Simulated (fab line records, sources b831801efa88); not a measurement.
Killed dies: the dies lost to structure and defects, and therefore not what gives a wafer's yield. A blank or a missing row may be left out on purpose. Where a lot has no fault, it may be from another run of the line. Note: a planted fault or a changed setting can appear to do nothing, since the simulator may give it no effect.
The tool behind it: which one?    flow sky130    Sampling: 12 lots, 36 wafers, 5 of 708 route steps

== WHAT THE GAUGES SHOWED, per wafer ==
SKY_PWDE_TW_MEAS_10. Usual: PWDE_TW 376.3, standard deviation 1.7.
lot   measured     on             PWDE_TW            flag
L770  day 3 18:19  film_metro-02  376.2 376.7 374.6  
L771  day 4 01:46  film_metro-02  372.3 375.3 374.6  
L772  day 4 12:03  film_metro-02  374.1 374.5 376.3  
L773  day 4 18:52  film_metro-02  373.1 375.1 375.7  
L775  day 5 01:46  film_metro-04  377.9 378.9 377.5  
L774  day 5 02:42  film_metro-04  378.3 378.6 378.4  
L776  day 5 08:31  film_metro-02  375.7 377.7 376.6  
L777  day 5 12:53  film_metro-01  374.0 372.7 374.2  
L778  day 5 17:28  film_metro-04  377.5 377.8 377.3  
L779  day 6 00:05  film_metro-02  377.9 377.8 377.1  
L785  day 7 08:01  film_metro-01  376.6 375.1 377.4  
L791  day 8 18:08  film_metro-02  377.7 376.9 376.5  

SKY_VT_ADJUST_HVTP_CD_MEAS_07 targets a cd of 380 nm. Usual: cd_nm at 379.6 nm, with a standard deviation of 2.5.
lot   measured      on         cd_nm (nm)         flag
L770  day 6 00:38   cd_sem-01  380.7 381.4 382.1  
L771  day 6 09:38   cd_sem-02  381.0 381.6 381.7  
L772  day 6 20:07   cd_sem-02  377.8 375.9 378.3  
L773  day 7 04:55   cd_sem-02  378.5 377.2 377.9  
L775  day 7 11:10   cd_sem-01  381.2 379.8 381.5  
L774  day 7 12:25   cd_sem-02  382.5 379.9 383.4  
L776  day 7 18:17   cd_sem-01  382.5 381.7 379.6  
L777  day 7 23:46   cd_sem-02  376.7 379.3 374.8  
L778  day 8 05:17   cd_sem-02  377.5 376.6 378.5  
L779  day 8 12:36   cd_sem-01  378.6 376.7 376.8  
L785  day 9 23:42   cd_sem-01  387.2 389.3 388.3  OFF
L791  day 11 13:15  cd_sem-02  379.8 379.0 379.0  

SKY_LDD_HVP_OVL_MEAS_07. Usual: LDD_HVP_OVL 0.3 nm, standard deviation 1.4.
lot   measured      on          LDD_HVP_OVL (nm)  flag
L770  day 21 10:16  overlay-01  -0.7 -0.9 -0.4    
L771  day 21 20:55  overlay-01  -0.3 0.6 -2.6     
L772  day 22 20:45  overlay-01  0.3 -1.2 -0.4     
L773  day 23 07:35  overlay-01  -0.4 0.9 -1.9     
L775  day 23 14:31  overlay-02  2.5 1.6 0.8       
L774  day 23 18:55  overlay-01  1.2 0.8 1.0       
L776  day 24 03:47  overlay-02  3.4 2.4 2.5       
L777  day 24 17:10  overlay-01  -1.1 1.2 -0.4     
L778  day 24 19:50  overlay-01  -0.2 0.4 -0.1     
L779  day 25 01:40  overlay-02  -0.6 -0.4 1.5     
L785  day 27 00:13  overlay-01  -0.6 -1.0 1.2     
L791  day 28 21:04  overlay-01  -0.2 -0.6 0.4     

== EACH LOT AND THE TOOL THAT RAN IT (in order: tool; ch and the chambers of the sampled wafers; start) ==
lot   SKY_VT_ADJUST_HVTP_DEVELOP_06      SKY_POLY_GATE_ETCH_15
L770  litho_track-03 ch 0, day 6 00:30   rie_diel-04 ch 2,3, day 16 03:19
L771  litho_track-02 ch 0, day 6 09:30   rie_diel-04 ch 1,2,3, day 16 15:19
L772  litho_track-04 ch 0, day 6 19:58   rie_diel-03 ch 0,1,3, day 17 12:55
L773  litho_track-02 ch 0, day 7 04:47   rie_diel-03 ch 0,3, day 18 01:43
L775  litho_track-04 ch 0, day 7 11:02   rie_diel-02 ch 0,1, day 18 08:31
L774  litho_track-02 ch 0, day 7 12:17   rie_diel-04 ch 1,2,3, day 18 11:23
L776  litho_track-04 ch 0, day 7 18:08   rie_diel-03 ch 0,1, day 18 19:41
L777  litho_track-03 ch 0, day 7 23:38   rie_diel-02 ch 2,3, day 19 09:31
L778  litho_track-02 ch 0, day 8 05:09   rie_diel-02 ch 1,2,3, day 19 15:07
L779  litho_track-04 ch 0, day 8 12:28   rie_diel-04 ch 0,1, day 19 21:22
L785  litho_track-04 ch 0, day 9 23:34   rie_diel-03 ch 0,1,2, day 21 21:08
L791  litho_track-02 ch 0, day 11 13:05  rie_diel-02 ch 0,1,2, day 23 20:26
- SKY_VT_ADJUST_HVTP_DEVELOP_06: develop time 60 s.
- SKY_POLY_GATE_ETCH_15: etches BARC in N2/H2, stops on SiO2, time 118.5 s, target depth 110 nm.

== AS READ BY THE TOOLS THEMSELVES (means over the sampled wafers that have a number; for cases with no such wafer, the mark the record gives instead) ==
SKY_VT_ADJUST_HVTP_DEVELOP_06. Usual: chill_plate_temp_C at 23.01 C, with a standard deviation of 0.11.
lot   tool            chill_plate_temp_C (C)  flag
L770  litho_track-03  23.12                   
L771  litho_track-02  23.04                   
L772  litho_track-04  23.06                   
L773  litho_track-02  22.93                   
L775  litho_track-04  22.95                   
L774  litho_track-02  22.99                   
L776  litho_track-04  22.98                   
L777  litho_track-03  22.94                   
L778  litho_track-02  23.05                   
L779  litho_track-04  23.05                   
L785  litho_track-04  23.10                   
L791  litho_track-02  23.08                   

SKY_POLY_GATE_ETCH_15. Usual: drypump_motor_current_A 5.7 A, standard deviation 0.47; oes_product_au 0.716 a.u., standard deviation 0.0048; throttle_valve_pct 13.215 %, standard deviation 0.0089.
lot   tool         drypump_motor_current_A (A)  oes_product_au (a.u.)  throttle_valve_pct (%)  flag
L770  rie_diel-04  5.7                          0.715                  13.208                  
L771  rie_diel-04  5.7                          0.709                  13.212                  
L772  rie_diel-03  5.9                          0.713                  13.215                  
L773  rie_diel-03  6.1                          0.717                  13.210                  
L775  rie_diel-02  5.3                          0.718                  13.212                  
L774  rie_diel-04  5.6                          0.716                  13.219                  
L776  rie_diel-03  6.0                          0.720                  13.199                  
L777  rie_diel-02  5.7                          0.712                  13.223                  
L778  rie_diel-02  5.3                          0.716                  13.214                  
L779  rie_diel-04  5.3                          0.715                  13.213                  
L785  rie_diel-03  6.0                          0.719                  13.218                  
L791  rie_diel-02  5.5                          0.718                  13.219                  

== THE ANSWER, worked out from the rows above alone ==
Rule: lot off if the mean of its wafers having a number is beyond 3 standard deviations from the usual mean. A lot without any number at a reading at which 4 lots or more have one is off too. All remaining lots with rows at the step are treated as sound. First the gauges in route order, then the tools' own readings, where a lot's mean is used as printed above. At the first step where some lot is off, the reading lying furthest off is the one used; lots without a number count as furthest.
Off, at SKY_VT_ADJUST_HVTP_CD_MEAS_07 on cd_nm: L785.
If a tool, at a process step before that reading, ran all the lots that are off and no sound lot after the first of them, it fits. Those tools and the gauges at SKY_VT_ADJUST_HVTP_CD_MEAS_07 are tried in the same way. Can't be told from this: 2 tools fit, litho_track-04 at SKY_VT_ADJUST_HVTP_DEVELOP_06, cd_sem-01 at SKY_VT_ADJUST_HVTP_CD_MEAS_07.

== WHAT THE SIMULATOR PUT IN ==
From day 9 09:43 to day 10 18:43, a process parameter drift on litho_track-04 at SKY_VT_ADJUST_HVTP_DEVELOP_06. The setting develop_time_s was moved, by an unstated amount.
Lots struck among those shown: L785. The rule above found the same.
